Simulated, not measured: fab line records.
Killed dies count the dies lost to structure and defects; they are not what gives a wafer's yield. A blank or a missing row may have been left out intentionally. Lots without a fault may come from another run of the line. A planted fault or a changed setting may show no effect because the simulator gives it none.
The same fault as seen by 2 desks | flow sky130 | each desk has only its own numbers; what lay behind them comes last

DESK OF THE TOOL OWNER: litho_track-03
The tool's own readings at SKY_SONOS_TUNNEL_COAT_02 (resist thk 1140 nm): means of the sampled wafers that have a number, for each lot that ran on this tool. Any lot whose mean is over 4 standard deviations away from the usual mean is out of limits and marked OUT; that distance is given in the brackets.
Columns: A = spin_speed_rpm at SKY_SONOS_TUNNEL_COAT_02, usual 2999.9 rpm
lot  | first seen here | A
L706 | day 12 10:32    | 2998.9
L707 | day 12 20:56    | 2998.5
L712 | day 14 19:37    | 3096.9 (+44) OUT
L713 | day 15 01:11    | 3097.1 (+44) OUT
L724 | day 18 06:26    | 2998.6
Finding of this desk: L712, L713 out of limits; the first was L712 at day 14 19:37, on spin_speed_rpm at SKY_SONOS_TUNNEL_COAT_02. L706, L707, L724: within limits.

FROM THE METROLOGY DESK
What the gauges read, lot by lot, whatever tool the lot ran on: means of the sampled wafers that have a number. Any lot whose mean is over 4 standard deviations away from the usual mean is out of limits and marked OUT; that distance is given in the brackets.
Columns: A = cd_nm at SKY_VT_ADJUST_NCORE_CD_MEAS_07, usual 380.3 nm; B = cd_nm at SKY_LI_CONTACT_CD_MEAS_12, usual 170.1 nm
lot  | first seen here | A     | B
L701 | day 8 09:48     | 381.3 | 169.1
L703 | day 9 00:10     | 382.6 | 171.2
L704 | day 9 08:35     | 377.7 | 168.6
L706 | day 9 22:26     | 379.2 | 171.0
L707 | day 10 08:34    | 383.3 | 170.6
L712 | day 12 04:26    | 378.1 | 170.8
L713 | day 12 08:13    | 377.5 | 169.7
L714 | day 12 15:41    | 380.6 | 169.1
L717 | day 13 11:40    | 381.2 | 168.3
L718 | day 13 16:21    | 377.6 | 169.4
L719 | day 14 00:50    | 380.0 | 173.1
L721 | day 14 22:54    | 379.7 | 166.5
L724 | day 15 06:50    | 381.2 | 168.5
L723 | day 15 06:55    | 382.5 | 170.4
Finding of this desk: none of the 14 lots has anything out of limits.

BROUGHT TOGETHER
The tool owner's desk had the chance to raise an alarm at day 14 19:37 on L712, L713.
Nothing out of limits was seen by the metrology desk.
The metrology desk holds a record of L712, L713, inside its limits.
All the named lots went through SKY_SONOS_TUNNEL_COAT_02 on litho_track-03.

WHAT THE SIMULATOR PUT IN
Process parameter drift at SKY_SONOS_TUNNEL_COAT_02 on litho_track-03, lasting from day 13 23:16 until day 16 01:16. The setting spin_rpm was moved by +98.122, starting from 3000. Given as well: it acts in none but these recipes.
Shown lots that were struck: L712, L713.
How many hours passed from the start of the fault until each desk's first out-of-limits reading: the tool owner's desk, 20.
